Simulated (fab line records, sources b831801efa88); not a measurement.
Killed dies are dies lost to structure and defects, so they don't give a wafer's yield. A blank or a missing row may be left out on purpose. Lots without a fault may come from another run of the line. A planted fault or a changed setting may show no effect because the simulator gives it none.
fab line records | flow gf180mcu | part 1 of 2: steps 1 to 24 of 34
record lots=5 wafers=15 last_day=34
route steps=602 shown HV_LDD@189
lots that met no fault: from a run of the same line without faults
start_h: hours from the record's first day to the start of the lot's first wafer shown | wait_h: hours since the lot's step before | " the same as in the row above | L1.1+2: a row that stands for several wafers | - no value, or no start given | * or withheld: withheld | < > ~ a bound
route shown NAME@n: a module of which the file shows steps, and the number in the route of the first | usual: mean/standard deviation of fault-free wafers | same: alike in all rows | chamber/n: place in a boat | sites: the reading at each site | _std_site: their standard deviation | _edge_site: outer sites' mean less inner sites' | radius_mm: how far each site lies from the wafer's centre | mask NAME#n: copy n | behind: the tool/chamber that last shaped the wafer | hold: why the lot was held/for how many hours/how that ended | device: the transistor (n, p or np) that didn't switch | end of line: the same wafers' tests at the end of the route | a step without rows: its recipe alone | killed: dies lost to structure and defects at the first sort, not the wafer's yield | map: a wafer's dies, x killed, . not, _ none there
set.NAME: the setting as run; set.NAME@STEP: as run at that earlier step | model.NAME: the simulator's own value behind a step, which no gauge read
lots at some steps of the route; a table a step, a row a wafer
services: from which hour (start_h, from the record's first day; less than 0 if before it) a tool's chamber was out of use, for how many hours, and why
## steps
# step GF_HV_LDD_HMDS_13
# recipe prime_time_s=60 prime_temp_c=120
# usual resist_line_temp_C=23.02/0.095
# columns lot.wafer tool chamber start_h wait_h resist_line_temp_C
L074.1 litho_track-01 0 224.88 0.1 23.09
L074.2 " 0 " " 22.95
L074.5 " 0 " " 22.96
L087.1 litho_track-02 0 322.24 0.1 23.08
L087.4 " 0 " " 23.12
L087.6 " 0 " " 23.20
L092.2 litho_track-02 0 362.71 0.1 22.98
L092.3 " 0 " " 23.03
L092.4 " 0 " " 23.09
L093.1 litho_track-02 0 367.49 0.1 23.00
L093.4 " 0 " " 22.72
L093.6 " 0 " " 22.92
L095.3 litho_track-02 0 379.44 0.1 22.98
L095.5 " 0 " " 22.95
L095.6 " 0 " " 23.00
# step GF_HV_LDD_COAT_14
# recipe resist=NOVOLAK spin_rpm=3000 resist_thk_nm=1000
# usual resist_line_temp_C=23.02/0.1
# columns lot.wafer tool chamber start_h wait_h resist_line_temp_C
L074.1 litho_track-01 0 225.03 0.1 23.14
L074.2 " 0 " " 23.12
L074.5 " 0 " " 23.09
L087.1 litho_track-02 0 322.39 0.1 23.03
L087.4 " 0 " " 23.18
L087.6 " 0 " " 22.81
L092.2 litho_track-02 0 362.86 0.1 22.85
L092.3 " 0 " " 22.84
L092.4 " 0 " " 22.75
L093.1 litho_track-02 0 367.64 0.1 23.11
L093.4 " 0 " " 23.01
L093.6 " 0 " " 23.20
L095.3 litho_track-02 0 379.59 0.1 22.84
L095.5 " 0 " " 22.88
L095.6 " 0 " " 22.94
# step GF_HV_LDD_SOFTBAKE_15
# recipe temp_c=90 time_s=60 resist=NOVOLAK
# usual resist_line_temp_C=23.01/0.11
# columns lot.wafer tool chamber start_h wait_h resist_line_temp_C
L074.1 litho_track-01 0 225.18 0.1 23.11
L074.2 " 0 " " 22.99
L074.5 " 0 " " 22.97
L087.1 litho_track-02 0 322.54 0.1 23.03
L087.4 " 0 " " 22.94
L087.6 " 0 " " 22.83
L092.2 litho_track-02 0 363.01 0.1 22.86
L092.3 " 0 " " 22.93
L092.4 " 0 " " 23.09
L093.1 litho_track-02 0 367.79 0.1 23.12
L093.4 " 0 " " 22.97
L093.6 " 0 " " 23.13
L095.3 litho_track-02 0 379.74 0.1 22.84
L095.5 " 0 " " 23.12
L095.6 " 0 " " 22.94
# step GF_HV_LDD_EXPOSE_16
# recipe mask_id=Pplus_LV_AREA target_cd_nm=400 na=0.6 source_shape=conventional sigma_outer=0.6 dose_mj=140
# usual reticle_temp_C=23.01/0.098
# same sigma_outer=0.6
# columns lot.wafer tool chamber start_h wait_h mask reticle_temp_C
L074.1 iline_stepper-01 0 - - Pplus_LV_AREA#0 22.87
L074.2 " 0 " " Pplus_LV_AREA#0 23.11
L074.5 " 0 " " Pplus_LV_AREA#0 22.76
L087.1 iline_stepper-02 0 - - Pplus_LV_AREA#0 22.96
L087.4 " 0 " " Pplus_LV_AREA#0 22.91
L087.6 " 0 " " Pplus_LV_AREA#0 22.95
L092.2 iline_stepper-01 0 - - Pplus_LV_AREA#0 22.90
L092.3 " 0 " " Pplus_LV_AREA#0 23.20
L092.4 " 0 " " Pplus_LV_AREA#0 22.98
L093.1 iline_stepper-02 0 - - Pplus_LV_AREA#0 23.00
L093.4 " 0 " " Pplus_LV_AREA#0 23.03
L093.6 " 0 " " Pplus_LV_AREA#0 22.97
L095.3 iline_stepper-02 0 - - Pplus_LV_AREA#0 22.93
L095.5 " 0 " " Pplus_LV_AREA#0 22.97
L095.6 " 0 " " Pplus_LV_AREA#0 23.08
# step GF_HV_LDD_PEB_17
# recipe temp_c=withheld time_s=* resist=NOVOLAK
# usual resist_line_temp_C=*
# columns lot.wafer tool chamber start_h wait_h resist_line_temp_C
L074.1 litho_track-01 0 - - *
L074.2 " 0 " " *
L074.5 " 0 " " *
L087.1 litho_track-01 0 - - *
L087.4 " 0 " " *
L087.6 " 0 " " *
L092.2 litho_track-01 0 - - *
L092.3 " 0 " " *
L092.4 " 0 " " *
L093.1 litho_track-04 0 - - *
L093.4 " 0 " " *
L093.6 " 0 " " *
L095.3 litho_track-04 0 - - *
L095.5 " 0 " " *
L095.6 " 0 " " *
# step GF_HV_LDD_DEVELOP_18
# recipe develop_time_s=60 dev_temp_c=23
# usual resist_line_temp_C=23.01/0.1
# columns lot.wafer tool chamber start_h wait_h resist_line_temp_C
L074.1 litho_track-01 0 234.08 0.1 23.07
L074.2 " 0 " " 22.81
L074.5 " 0 " " 22.97
L087.1 litho_track-01 0 332.58 0.1 22.92
L087.4 " 0 " " 23.06
L087.6 " 0 " " 23.15
L092.2 litho_track-01 0 373.80 0.1 22.88
L092.3 " 0 " " 22.95
L092.4 " 0 " " 22.95
L093.1 litho_track-04 0 378.65 0.1 22.97
L093.4 " 0 " " 23.10
L093.6 " 0 " " 22.93
L095.3 litho_track-04 0 391.30 0.1 23.19
L095.5 " 0 " " 23.04
L095.6 " 0 " " 23.09
# step GF_HV_LDD_CD_MEAS_19
# recipe target_cd_nm=400
# usual cd_nm=400.5/1.9
# columns lot.wafer tool chamber start_h wait_h cd_nm
L074.1 cd_sem-02 - 234.23 0.1 404.2
L074.2 " - " " 402.7
L074.5 " - " " 402.7
L087.1 cd_sem-02 - 332.73 0.1 399.2
L087.4 " - " " 401.6
L087.6 " - " " 402.1
L092.2 cd_sem-02 - 373.95 0.1 403.1
L092.3 " - " " 401.5
L092.4 " - " " 403.8
L093.1 cd_sem-02 - 378.80 0.1 399.6
L093.4 " - " " 400.8
L093.6 " - " " 397.7
L095.3 cd_sem-01 - 391.44 0.1 406.0
L095.5 " - " " 406.1
L095.6 " - " " 403.3
# step GF_HV_LDD_OVL_MEAS_20
# usual HV_LDD_01_OVL=0.5/1.1
# columns lot.wafer tool chamber start_h wait_h HV_LDD_01_OVL[nm]
L074.1 overlay-01 - 234.35 0.1 -0.5
L074.2 " - " " 0.8
L074.5 " - " " 1.1
L087.1 overlay-02 - 332.85 0.1 -1.1
L087.4 " - " " 0.6
L087.6 " - " " 1.9
L092.2 overlay-02 - 374.05 0.1 1.2
L092.3 " - " " 1.9
L092.4 " - " " -0.1
L093.1 overlay-01 - 378.92 0.1 1.4
L093.4 " - " " -0.9
L093.6 " - " " -0.4
L095.3 overlay-01 - 391.53 0.1 -1.9
L095.5 " - " " -0.3
L095.6 " - " " -0.2
# step GF_HV_LDD_IMPLANT_21
# recipe species=BF2 energy_kev=25 dose_cm2=5e+13 tilt_deg=7
# usual faraday_current_uA=281/6.2
# columns lot.wafer tool chamber start_h wait_h faraday_current_uA
L074.1 implanter-01 0 234.38 0.0 275
L074.2 " 0 " " 280
L074.5 " 0 " " 278
L087.1 implanter-04 0 332.88 0.0 284
L087.4 " 0 " " 285
L087.6 " 0 " " 288
L092.2 implanter-04 0 374.11 0.0 282
L092.3 " 0 " " 280
L092.4 " 0 " " 283
L093.1 implanter-01 0 378.96 0.0 287
L093.4 " 0 " " 275
L093.6 " 0 " " 287
L095.3 implanter-04 0 391.61 0.1 284
L095.5 " 0 " " 271
L095.6 " 0 " " 289
# step GF_HV_LDD_STRIP_22
# recipe chemistry=O2/N2 power_w=1400 pressure_mtorr=1500 platen_temp_c=250 o2_flow_sccm=3000 n2_flow_sccm=300 overash_fraction=0.5
# usual drypump_motor_current_A=6.0/0.47 heater_power_w=310/25 n2_flow_sccm=300.0/0.99 oes_product_au=0.716/0.0043 strip_time_to_endpoint_s=12.620/0.029
# columns lot.wafer tool chamber start_h wait_h drypump_motor_current_A heater_power_w n2_flow_sccm oes_product_au rf_hours_counter_h strip_time_to_endpoint_s
L074.1 plasma_asher-04 1 234.53 0.1 5.5 344 299.5 0.709 62 12.623
L074.2 " 0 " " 5.7 329 301.2 0.719 62 12.638
L074.5 " 1 " " 5.5 341 300.4 0.710 - 12.618
L087.1 plasma_asher-02 1 333.03 0.1 6.2 269 300.2 0.718 53 12.614
L087.4 " 0 " " 6.4 310 298.7 0.721 - 12.618
L087.6 " 0 " " 6.4 319 299.0 0.714 - 12.649
L092.2 plasma_asher-03 1 374.23 0.1 6.3 323 300.0 0.719 74 12.642
L092.3 " 0 " " 5.2 296 301.1 0.716 - 12.624
L092.4 " 1 " " 6.3 323 299.4 0.718 - 12.638
L093.1 plasma_asher-03 1 379.11 0.1 6.2 333 299.3 0.710 74 12.627
L093.4 " 0 " " 5.1 303 300.6 0.716 - 12.623
L093.6 " 1 " " 6.2 328 300.1 0.715 - 12.588
L095.3 plasma_asher-02 1 391.74 0.1 6.1 266 299.3 0.716 - 12.582
L095.5 " 1 " " 6.1 276 298.1 0.718 - 12.654
L095.6 " 0 " " 6.4 312 300.6 0.710 - 12.595
# step GF_HV_LDD_TW_MEAS_23
# usual HV_LDD_2_TW=1062/5
# columns lot.wafer tool chamber start_h wait_h HV_LDD_2_TW
L074.1 film_metro-01 - 234.63 0.1 1056
L074.2 " - " " 1054
L074.5 " - " " 1065
L087.1 film_metro-03 - 333.13 0.1 1065
L087.4 " - " " 1071
L087.6 " - " " 1070
L092.2 film_metro-01 - 374.37 0.1 1060
L092.3 " - " " 1062
L092.4 " - " " 1067
L093.1 film_metro-03 - 379.21 0.1 1053
L093.4 " - " " 1052
L093.6 " - " " 1064
L095.3 film_metro-04 - 391.83 0.1 1064
L095.5 " - " " 1062
L095.6 " - " " 1064
# step GF_HV_LDD_DEHYDRATE_24
# recipe temp_c=200 time_s=60
# usual resist_line_temp_C=22.99/0.099
# columns lot.wafer tool chamber start_h wait_h resist_line_temp_C
L074.1 litho_track-01 0 243.43 8.8 23.25
L074.2 " 0 " " 22.95
L074.5 " 0 " " 23.08
L087.1 litho_track-01 0 343.73 10.6 22.98
L087.4 " 0 " " 23.14
L087.6 " 0 " " 22.94
L092.2 litho_track-01 0 384.80 10.4 22.92
L092.3 " 0 " " 22.96
L092.4 " 0 " " 23.07
L093.1 litho_track-01 0 390.03 10.8 23.14
L093.4 " 0 " " 23.01
L093.6 " 0 " " 23.02
L095.3 litho_track-02 0 402.69 10.8 22.85
L095.5 " 0 " " 22.88
L095.6 " 0 " " 22.91
# step GF_HV_LDD_HMDS_25
# recipe prime_time_s=60 prime_temp_c=120
# usual resist_line_temp_C=22.99/0.11
# columns lot.wafer tool chamber start_h wait_h resist_line_temp_C
L074.1 litho_track-01 0 243.58 0.1 23.20
L074.2 " 0 " " 23.24
L074.5 " 0 " " 23.18
L087.1 litho_track-01 0 343.88 0.1 22.97
L087.4 " 0 " " 23.03
L087.6 " 0 " " 23.12
L092.2 litho_track-01 0 384.95 0.1 22.89
L092.3 " 0 " " 22.98
L092.4 " 0 " " 22.82
L093.1 litho_track-01 0 390.18 0.1 23.00
L093.4 " 0 " " 22.91
L093.6 " 0 " " 22.93
L095.3 litho_track-02 0 402.84 0.1 22.98
L095.5 " 0 " " 22.89
L095.6 " 0 " " 23.00
# step GF_HV_LDD_COAT_26
# recipe resist=NOVOLAK spin_rpm=3000 resist_thk_nm=1000
# usual resist_line_temp_C=23.00/0.098
# columns lot.wafer tool chamber start_h wait_h resist_line_temp_C
L074.1 litho_track-01 0 243.73 0.1 22.84
L074.2 " 0 " " 23.10
L074.5 " 0 " " 23.04
L087.1 litho_track-01 0 344.03 0.1 22.97
L087.4 " 0 " " 23.10
L087.6 " 0 " " 23.14
L092.2 litho_track-01 0 385.10 0.1 23.08
L092.3 " 0 " " 23.01
L092.4 " 0 " " 23.03
L093.1 litho_track-01 0 390.33 0.1 22.82
L093.4 " 0 " " 22.88
L093.6 " 0 " " 23.01
L095.3 litho_track-02 0 402.99 0.1 22.98
L095.5 " 0 " " 23.05
L095.6 " 0 " " 23.06
# step GF_HV_LDD_SOFTBAKE_27
# recipe temp_c=90 time_s=60 resist=NOVOLAK
# usual resist_line_temp_C=23.01/0.13
# columns lot.wafer tool chamber start_h wait_h resist_line_temp_C
L074.1 litho_track-01 0 243.88 0.1 23.04
L074.2 " 0 " " 22.98
L074.5 " 0 " " 23.16
L087.1 litho_track-01 0 344.18 0.1 22.85
L087.4 " 0 " " 22.77
L087.6 " 0 " " 22.85
L092.2 litho_track-01 0 385.25 0.1 23.10
L092.3 " 0 " " 23.25
L092.4 " 0 " " 23.21
L093.1 litho_track-01 0 390.48 0.1 22.82
L093.4 " 0 " " 22.85
L093.6 " 0 " " 22.80
L095.3 litho_track-02 0 403.14 0.1 23.12
L095.5 " 0 " " 23.14
L095.6 " 0 " " 22.99
# step GF_HV_LDD_EXPOSE_28
# recipe mask_id=Nplus_HV_AREA target_cd_nm=400 na=0.6 source_shape=conventional sigma_outer=0.6 dose_mj=140
# usual reticle_temp_C=22.99/0.097
# same sigma_outer=0.6
# columns lot.wafer tool chamber start_h wait_h mask reticle_temp_C
L074.1 iline_stepper-01 0 - - Nplus_HV_AREA#0 22.88
L074.2 " 0 " " Nplus_HV_AREA#0 23.04
L074.5 " 0 " " Nplus_HV_AREA#0 22.86
L087.1 iline_stepper-02 0 - - Nplus_HV_AREA#0 22.88
L087.4 " 0 " " Nplus_HV_AREA#0 22.91
L087.6 " 0 " " Nplus_HV_AREA#0 22.84
L092.2 iline_stepper-01 0 - - Nplus_HV_AREA#0 23.00
L092.3 " 0 " " Nplus_HV_AREA#0 22.96
L092.4 " 0 " " Nplus_HV_AREA#0 23.03
L093.1 iline_stepper-02 0 - - Nplus_HV_AREA#0 23.05
L093.4 " 0 " " Nplus_HV_AREA#0 23.14
L093.6 " 0 " " Nplus_HV_AREA#0 23.02
L095.3 iline_stepper-02 0 - - Nplus_HV_AREA#0 23.01
L095.5 " 0 " " Nplus_HV_AREA#0 23.03
L095.6 " 0 " " Nplus_HV_AREA#0 22.96
# step GF_HV_LDD_PEB_29
# recipe temp_c=withheld time_s=* resist=NOVOLAK
# usual resist_line_temp_C=*
# columns lot.wafer tool chamber start_h wait_h resist_line_temp_C
L074.1 litho_track-04 0 - - *
L074.2 " 0 " " *
L074.5 " 0 " " *
L087.1 litho_track-02 0 - - *
L087.4 " 0 " " *
L087.6 " 0 " " *
L092.2 litho_track-04 0 - - *
L092.3 " 0 " " *
L092.4 " 0 " " *
L093.1 litho_track-01 0 - - *
L093.4 " 0 " " *
L093.6 " 0 " " *
L095.3 litho_track-01 0 - - *
L095.5 " 0 " " *
L095.6 " 0 " " *
# step GF_HV_LDD_DEVELOP_30
# recipe develop_time_s=60 dev_temp_c=23
# usual resist_line_temp_C=23.01/0.13
# columns lot.wafer tool chamber start_h wait_h resist_line_temp_C
L074.1 litho_track-04 0 253.05 0.1 23.04
L074.2 " 0 " " 23.12
L074.5 " 0 " " 23.04
L087.1 litho_track-02 0 354.54 0.1 23.03
L087.4 " 0 " " 22.87
L087.6 " 0 " " 22.92
L092.2 litho_track-04 0 397.03 0.1 22.79
L092.3 " 0 " " 22.91
L092.4 " 0 " " 22.99
L093.1 litho_track-01 0 402.13 0.1 23.02
L093.4 " 0 " " 22.85
L093.6 " 0 " " 22.97
L095.3 litho_track-01 0 414.43 0.1 22.99
L095.5 " 0 " " 22.91
L095.6 " 0 " " 23.02
# step GF_HV_LDD_CD_MEAS_31
# recipe target_cd_nm=400
# usual cd_nm=400.2/2.5
# columns lot.wafer tool chamber start_h wait_h cd_nm
L074.1 cd_sem-02 - 253.20 0.1 403.0
L074.2 " - " " 403.9
L074.5 " - " " 404.3
L087.1 cd_sem-01 - 354.69 0.1 399.7
L087.4 " - " " 399.1
L087.6 " - " " 400.2
L092.2 cd_sem-02 - 397.17 0.1 404.0
L092.3 " - " " 403.9
L092.4 " - " " 406.4
L093.1 cd_sem-02 - 402.28 0.1 403.7
L093.4 " - " " 404.6
L093.6 " - " " 401.6
L095.3 cd_sem-02 - 414.64 0.2 400.7
L095.5 " - " " 403.1
L095.6 " - " " 401.9
# step GF_HV_LDD_OVL_MEAS_32
# usual HV_LDD_02_OVL=1.2/1.3
# columns lot.wafer tool chamber start_h wait_h HV_LDD_02_OVL[nm]
L074.1 overlay-02 - 253.32 0.1 1.6
L074.2 " - " " 0.9
L074.5 " - " " 0.7
L087.1 overlay-01 - 354.81 0.1 3.2
L087.4 " - " " 2.4
L087.6 " - " " 0.1
L092.2 overlay-02 - 397.28 0.1 3.1
L092.3 " - " " 3.6
L092.4 " - " " 2.9
L093.1 overlay-01 - 402.40 0.1 1.5
L093.4 " - " " 1.7
L093.6 " - " " 1.0
L095.3 overlay-01 - 414.73 0.1 -0.4
L095.5 " - " " 1.8
L095.6 " - " " 3.6
# step GF_HV_LDD_IMPLANT_33
# recipe species=P energy_kev=60 dose_cm2=7.5e+12 tilt_deg=30 rotation_deg=0
# usual faraday_current_uA=42.3/0.86
# columns lot.wafer tool chamber start_h wait_h faraday_current_uA
L074.1 implanter-01 0 253.36 0.0 41.9
L074.2 " 0 " " 43.0
L074.5 " 0 " " 43.1
L087.1 implanter-01 0 354.84 0.0 42.6
L087.4 " 0 " " 42.5
L087.6 " 0 " " 43.1
L092.2 implanter-01 0 397.33 0.0 41.9
L092.3 " 0 " " 40.6
L092.4 " 0 " " 43.7
L093.1 implanter-01 0 402.43 0.0 41.0
L093.4 " 0 " " 43.4
L093.6 " 0 " " 40.2
L095.3 implanter-01 0 414.81 0.1 44.4
L095.5 " 0 " " 42.4
L095.6 " 0 " " 43.0
# step GF_HV_LDD_IMPLANT_34
# recipe species=P energy_kev=60 dose_cm2=7.5e+12 tilt_deg=30 rotation_deg=90
# usual faraday_current_uA=42.3/0.84
# columns lot.wafer tool chamber start_h wait_h faraday_current_uA
L074.1 implanter-01 0 253.51 0.1 44.6
L074.2 " 0 " " 42.6
L074.5 " 0 " " 42.5
L087.1 implanter-01 0 354.99 0.1 41.7
L087.4 " 0 " " 43.9
L087.6 " 0 " " 42.3
L092.2 implanter-01 0 397.48 0.1 42.6
L092.3 " 0 " " 41.5
L092.4 " 0 " " 40.5
L093.1 implanter-01 0 402.58 0.1 44.0
L093.4 " 0 " " 42.5
L093.6 " 0 " " 41.5
L095.3 implanter-01 0 414.96 0.1 43.7
L095.5 " 0 " " 41.1
L095.6 " 0 " " 42.8
# step GF_HV_LDD_IMPLANT_35
# recipe species=P energy_kev=60 dose_cm2=7.5e+12 tilt_deg=30 rotation_deg=180
# usual faraday_current_uA=42.4/0.88
# columns lot.wafer tool chamber start_h wait_h faraday_current_uA
L074.1 implanter-01 0 253.66 0.1 43.7
L074.2 " 0 " " 42.8
L074.5 " 0 " " 43.0
L087.1 implanter-01 0 355.14 0.1 42.6
L087.4 " 0 " " 41.2
L087.6 " 0 " " 41.9
L092.2 implanter-01 0 397.63 0.1 42.4
L092.3 " 0 " " 41.7
L092.4 " 0 " " 41.2
L093.1 implanter-01 0 402.73 0.1 41.0
L093.4 " 0 " " 42.5
L093.6 " 0 " " 42.8
L095.3 implanter-01 0 415.11 0.1 41.6
L095.5 " 0 " " 42.0
L095.6 " 0 " " 42.3
# step GF_HV_LDD_IMPLANT_36
# recipe species=P energy_kev=60 dose_cm2=7.5e+12 tilt_deg=30 rotation_deg=270
# usual faraday_current_uA=42.4/0.82
# columns lot.wafer tool chamber start_h wait_h faraday_current_uA
L074.1 implanter-01 0 253.81 0.1 43.8
L074.2 " 0 " " 42.0
L074.5 " 0 " " 41.6
L087.1 implanter-01 0 355.29 0.1 43.2
L087.4 " 0 " " 43.1
L087.6 " 0 " " 41.7
L092.2 implanter-01 0 397.78 0.1 41.6
L092.3 " 0 " " 42.2
L092.4 " 0 " " 43.2
L093.1 implanter-01 0 402.88 0.1 42.5
L093.4 " 0 " " 44.1
L093.6 " 0 " " 44.1
L095.3 implanter-01 0 415.26 0.1 43.0
L095.5 " 0 " " 42.0
L095.6 " 0 " " 42.1
